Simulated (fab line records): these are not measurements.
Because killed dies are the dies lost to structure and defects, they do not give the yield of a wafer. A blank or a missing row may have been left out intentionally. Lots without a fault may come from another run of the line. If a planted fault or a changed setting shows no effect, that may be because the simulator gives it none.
Matching of chambers ; flow sky130 ; 4 sister chambers for SKY_VIA1_CMP_02 on cmp-01
The step polishes SiO2. 4 wafers are shown with their chamber, then 8 later ones without.

== WAFERS WITH THEIR CHAMBER ==
wafer;chamber;motorCurrentA (A)
L382.2;0;12.4
L390.5;1;12.1
L390.6;2;11.8
L396.1;3;9.9

== WAFERS WITH NO CHAMBER GIVEN ==
wafer;motorCurrentA (A)
L396.3;12.4
L396.6;10.4
L397.1;11.3
L397.2;12.0
L397.5;11.5
L398.3;11.0
L398.5;12.3
L398.6;12.9

== WHICH CHAMBER EACH ONE RAN IN ==
wafer;from the rows above;in truth
L396.3;can't be placed: 0 or 1 or 2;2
L396.6;3;3
L397.1;can't be placed: 2 or 1 or 0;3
L397.2;can't be placed: 1 or 2 or 0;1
L397.5;can't be placed: 2 or 1 or 0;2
L398.3;can't be placed: 2 or 1 or 3 or 0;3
L398.5;can't be placed: 0 or 1 or 2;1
L398.6;can't be placed: 0 or 1 or 2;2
Correct placement for 1 of the 8. Can't be placed from these rows: 7 (the true chamber is among the candidates in 6). 0 placed wrongly.
How it was worked out, from the rows above alone: a wafer's distance from a chamber is the root of the sum, over the readings, of the square of ((its reading less the chamber's mean) divided by the reading's scatter). The wafer belongs to the nearest chamber; if the next one is less than 2 further off, it can't be placed. The mean given for a chamber averages the wafers shown for that chamber. The scatter (one wafer shown for each chamber): square how far every hidden wafer sits from the nearest shown wafer, average those squares and take the square root.
